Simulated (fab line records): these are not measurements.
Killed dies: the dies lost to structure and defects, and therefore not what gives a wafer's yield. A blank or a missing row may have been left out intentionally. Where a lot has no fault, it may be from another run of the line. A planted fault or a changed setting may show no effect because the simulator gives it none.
Which tool did it? || flow gf180mcu || 15 lots with 45 wafers sampled at 4 steps, on a route of 602 steps

## WHAT THE GAUGES READ, wafer by wafer
GF_VT_IMPLANT_OVL_MEAS_29.
{"lot": "L762", "measured": "day 6 15:52", "on": "overlay-01", "VT_IMPLANT_02_OVL (nm)": "3.0 3.1 0.4"}
{"lot": "L763", "measured": "day 6 22:04", "on": "overlay-02", "VT_IMPLANT_02_OVL (nm)": "-1.6 -1.1 -0.1"}
{"lot": "L764", "measured": "day 7 05:39", "on": "overlay-01", "VT_IMPLANT_02_OVL (nm)": "3.3 3.3 2.1"}
{"lot": "L766", "measured": "day 7 16:15", "on": "overlay-02", "VT_IMPLANT_02_OVL (nm)": "1.5 0.9 0.8"}
{"lot": "L767", "measured": "day 8 00:28", "on": "overlay-01", "VT_IMPLANT_02_OVL (nm)": "0.0 1.1 0.6"}
{"lot": "L768", "measured": "day 8 06:58", "on": "overlay-02", "VT_IMPLANT_02_OVL (nm)": "2.7 0.3 0.4"}
{"lot": "L775", "measured": "day 10 04:34", "on": "overlay-02", "VT_IMPLANT_02_OVL (nm)": "1.3 1.9 2.4"}
{"lot": "L776", "measured": "day 11 03:00", "on": "overlay-01", "VT_IMPLANT_02_OVL (nm)": "1.3 0.8 -0.5"}
{"lot": "L777", "measured": "day 11 10:04", "on": "overlay-02", "VT_IMPLANT_02_OVL (nm)": "0.5 0.2 -1.8"}
{"lot": "L778", "measured": "day 11 11:15", "on": "overlay-02", "VT_IMPLANT_02_OVL (nm)": "1.3 3.3 0.5"}
{"lot": "L780", "measured": "day 11 13:19", "on": "overlay-02", "VT_IMPLANT_02_OVL (nm)": "0.3 0.6 0.6"}
{"lot": "L782", "measured": "day 12 13:09", "on": "overlay-01", "VT_IMPLANT_02_OVL (nm)": "1.7 0.8 1.5"}
{"lot": "L783", "measured": "day 12 19:00", "on": "overlay-01", "VT_IMPLANT_02_OVL (nm)": "2.9 1.1 1.0"}
{"lot": "L784", "measured": "day 13 06:55", "on": "overlay-01", "VT_IMPLANT_02_OVL (nm)": "-1.6 1.1 -1.5"}
{"lot": "L785", "measured": "day 13 07:57", "on": "overlay-01", "VT_IMPLANT_02_OVL (nm)": "2.1 0.8 0.0"}

GF_POLY_GATE_THK_MEAS_01.
{"lot": "L762", "measured": "day 8 08:50", "on": "filmMetro-04", "POLY_GATE_CVD_00_THK (nm)": "202.6 203.2 204.1"}
{"lot": "L763", "measured": "day 8 12:52", "on": "filmMetro-04", "POLY_GATE_CVD_00_THK (nm)": "195.7 198.1 197.7"}
{"lot": "L764", "measured": "day 8 22:15", "on": "filmMetro-03", "POLY_GATE_CVD_00_THK (nm)": "203.4 201.9 201.8"}
{"lot": "L766", "measured": "day 9 11:47", "on": "filmMetro-02", "POLY_GATE_CVD_00_THK (nm)": "201.2 201.6 200.3"}
{"lot": "L767", "measured": "day 9 19:26", "on": "filmMetro-02", "POLY_GATE_CVD_00_THK (nm)": "198.4 197.7 197.8"}
{"lot": "L768", "measured": "day 9 23:55", "on": "filmMetro-02", "POLY_GATE_CVD_00_THK (nm)": "200.0 200.5 201.0"}
{"lot": "L775", "measured": "day 11 23:49", "on": "filmMetro-02", "POLY_GATE_CVD_00_THK (nm)": "199.6 200.5 199.5"}
{"lot": "L776", "measured": "day 12 23:46", "on": "filmMetro-04", "POLY_GATE_CVD_00_THK (nm)": "202.2 201.0 200.8"}
{"lot": "L777", "measured": "day 13 08:59", "on": "filmMetro-02", "POLY_GATE_CVD_00_THK (nm)": "195.2 195.8 198.1"}
{"lot": "L778", "measured": "day 13 08:58", "on": "filmMetro-04", "POLY_GATE_CVD_00_THK (nm)": "201.1 202.1 199.4"}
{"lot": "L780", "measured": "day 13 13:04", "on": "filmMetro-03", "POLY_GATE_CVD_00_THK (nm)": "201.1 200.9 201.8"}
{"lot": "L782", "measured": "day 14 12:45", "on": "filmMetro-04", "POLY_GATE_CVD_00_THK (nm)": "200.8 200.4 199.0"}
{"lot": "L783", "measured": "day 14 18:33", "on": "filmMetro-04", "POLY_GATE_CVD_00_THK (nm)": "201.3 198.6 200.8"}
{"lot": "L784", "measured": "day 15 06:02", "on": "filmMetro-03", "POLY_GATE_CVD_00_THK (nm)": "198.1 199.2 198.1"}
{"lot": "L785", "measured": "day 15 13:45", "on": "filmMetro-02", "POLY_GATE_CVD_00_THK (nm)": "202.0 201.5 200.8"}

GF_HV_LDD_TW_MEAS_11.
{"lot": "L762", "measured": "day 9 23:02", "on": "filmMetro-01", "HV_LDD_TW": "2392 2399 2397"}
{"lot": "L763", "measured": "day 10 04:16", "on": "filmMetro-04", "HV_LDD_TW": "2459 2446 2465"}
{"lot": "L764", "measured": "day 10 12:07", "on": "filmMetro-04", "HV_LDD_TW": "2453 2455 2453"}
{"lot": "L766", "measured": "day 11 02:01", "on": "filmMetro-02", "HV_LDD_TW": "2377 2379 2383"}
{"lot": "L767", "measured": "day 11 11:01", "on": "filmMetro-01", "HV_LDD_TW": "2405 2411 2406"}
{"lot": "L768", "measured": "day 11 17:31", "on": "filmMetro-01", "HV_LDD_TW": "2405 2402 2400"}
{"lot": "L775", "measured": "day 13 17:59", "on": "filmMetro-01", "HV_LDD_TW": "2389 2401 2396"}
{"lot": "L776", "measured": "day 14 19:39", "on": "filmMetro-01", "HV_LDD_TW": "2391 2406 2391"}
{"lot": "L777", "measured": "day 15 05:56", "on": "filmMetro-01", "HV_LDD_TW": "2386 2386 2399"}
{"lot": "L778", "measured": "day 15 05:04", "on": "filmMetro-02", "HV_LDD_TW": "2405 2404 2410"}
{"lot": "L780", "measured": "day 15 11:55", "on": "filmMetro-02", "HV_LDD_TW": "2403 2395 2411"}
{"lot": "L782", "measured": "day 16 11:22", "on": "filmMetro-02", "HV_LDD_TW": "2384 2378 2385"}
{"lot": "L783", "measured": "day 16 17:28", "on": "filmMetro-04", "HV_LDD_TW": "2429 2442 2420"}
{"lot": "L784", "measured": "day 17 05:31", "on": "filmMetro-04", "HV_LDD_TW": "2439 2435 2459"}
{"lot": "L785", "measured": "day 17 12:45", "on": "filmMetro-02", "HV_LDD_TW": "2393 2373 2391"}

## EACH LOT AND THE TOOL THAT RAN IT (in order: tool; ch and the chambers of the sampled wafers; start)
{"lot": "L762", "GF_MVSD_EXPOSE_04": "ilineStepper-02 ch 0, day 4 04:13"}
{"lot": "L763", "GF_MVSD_EXPOSE_04": "ilineStepper-02 ch 0, day 4 10:13"}
{"lot": "L764", "GF_MVSD_EXPOSE_04": "ilineStepper-01 ch 0, day 4 15:44"}
{"lot": "L766", "GF_MVSD_EXPOSE_04": "ilineStepper-01, day 5 03:41"}
{"lot": "L767", "GF_MVSD_EXPOSE_04": "ilineStepper-02, day 5 08:03"}
{"lot": "L768", "GF_MVSD_EXPOSE_04": "ilineStepper-02, day 5 11:01"}
{"lot": "L775", "GF_MVSD_EXPOSE_04": "ilineStepper-02 ch 0, day 6 22:48"}
{"lot": "L776", "GF_MVSD_EXPOSE_04": "ilineStepper-02 ch 0, day 7 21:09"}
{"lot": "L777", "GF_MVSD_EXPOSE_04": "ilineStepper-02 ch 0, day 8 00:44"}
{"lot": "L778", "GF_MVSD_EXPOSE_04": "ilineStepper-02 ch 0, day 8 03:09"}
{"lot": "L780", "GF_MVSD_EXPOSE_04": "ilineStepper-02 ch 0, day 8 05:58"}
{"lot": "L782", "GF_MVSD_EXPOSE_04": "ilineStepper-02 ch 0, day 9 00:18"}
{"lot": "L783", "GF_MVSD_EXPOSE_04": "ilineStepper-02 ch 0, day 9 08:09"}
{"lot": "L784", "GF_MVSD_EXPOSE_04": "ilineStepper-02 ch 0, day 9 17:28"}
{"lot": "L785", "GF_MVSD_EXPOSE_04": "ilineStepper-02 ch 0, day 9 17:46"}
- GF_MVSD_EXPOSE_04: exposes mask MVSD, target cd 1000 nm.

## AS READ BY THE TOOLS THEMSELVES (means over the sampled wafers that have a number; for cases with no such wafer, the mark the record gives instead)
GF_MVSD_EXPOSE_04.
{"lot": "L762", "tool": "ilineStepper-02", "exposureDoseMJCm2": 260.52, "focusOffsetNm (nm)": -0.9, "stageVelMmS (mm/s)": 500.06}
{"lot": "L763", "tool": "ilineStepper-02", "exposureDoseMJCm2": 259.87, "focusOffsetNm (nm)": 0.1, "stageVelMmS (mm/s)": 499.97}
{"lot": "L764", "tool": "ilineStepper-01", "exposureDoseMJCm2": 260.21, "focusOffsetNm (nm)": 0.1, "stageVelMmS (mm/s)": 499.94}
{"lot": "L766", "tool": "ilineStepper-01", "exposureDoseMJCm2": "-", "focusOffsetNm (nm)": "-", "stageVelMmS (mm/s)": "-"}
{"lot": "L767", "tool": "ilineStepper-02", "exposureDoseMJCm2": "-", "focusOffsetNm (nm)": "-", "stageVelMmS (mm/s)": "-"}
{"lot": "L768", "tool": "ilineStepper-02", "exposureDoseMJCm2": "-", "focusOffsetNm (nm)": "-", "stageVelMmS (mm/s)": "-"}
{"lot": "L775", "tool": "ilineStepper-02", "exposureDoseMJCm2": 260.07, "focusOffsetNm (nm)": -0.5, "stageVelMmS (mm/s)": 500.36}
{"lot": "L776", "tool": "ilineStepper-02", "exposureDoseMJCm2": 260.38, "focusOffsetNm (nm)": -0.4, "stageVelMmS (mm/s)": 500.54}
{"lot": "L777", "tool": "ilineStepper-02", "exposureDoseMJCm2": 260.07, "focusOffsetNm (nm)": -0.4, "stageVelMmS (mm/s)": 500.38}
{"lot": "L778", "tool": "ilineStepper-02", "exposureDoseMJCm2": 259.91, "focusOffsetNm (nm)": -0.9, "stageVelMmS (mm/s)": 499.82}
{"lot": "L780", "tool": "ilineStepper-02", "exposureDoseMJCm2": 260.29, "focusOffsetNm (nm)": 0.6, "stageVelMmS (mm/s)": 499.92}
{"lot": "L782", "tool": "ilineStepper-02", "exposureDoseMJCm2": 260.14, "focusOffsetNm (nm)": -0.5, "stageVelMmS (mm/s)": 500.22}
{"lot": "L783", "tool": "ilineStepper-02", "exposureDoseMJCm2": 260.15, "focusOffsetNm (nm)": 0.1, "stageVelMmS (mm/s)": 500.11}
{"lot": "L784", "tool": "ilineStepper-02", "exposureDoseMJCm2": 259.86, "focusOffsetNm (nm)": -0.0, "stageVelMmS (mm/s)": 499.78}
{"lot": "L785", "tool": "ilineStepper-02", "exposureDoseMJCm2": 260.14, "focusOffsetNm (nm)": -0.1, "stageVelMmS (mm/s)": 499.86}

## THE ANSWER, worked out from the rows above alone
Rule: the lots themselves supply what counts as usual. The widest of any qualifying gaps counts: lots, ordered by their means at a reading, are off when they make up no more than a third of the lots, leave a main group of 4 or more, and stand apart from it by 3 or more times the standard deviation of that group's means. Not used: any main group whose means are identical at the precision the tables above print for the reading. Also off: a lot with no number at a reading for which 4 or more lots have one. The other lots that the step has rows for count as sound. Order of review: gauges by route order, followed by the tools' own readings, for which a lot's mean as printed above is used. At the first step where some lot is off, the reading lying furthest off is the one used; lots without a number count as furthest.
Off, at GF_MVSD_EXPOSE_04 on exposureDoseMJCm2: L766, L767, L768. Without a number there: L766, L767, L768. For the main group the mean is 260.13 and the standard deviation 0.19.
A tool fits if, at that step or a process step before it, it ran every lot that is off, and no sound lot after the first of them. None of those tried fits.

## WHAT WAS PUT IN BY THE SIMULATOR
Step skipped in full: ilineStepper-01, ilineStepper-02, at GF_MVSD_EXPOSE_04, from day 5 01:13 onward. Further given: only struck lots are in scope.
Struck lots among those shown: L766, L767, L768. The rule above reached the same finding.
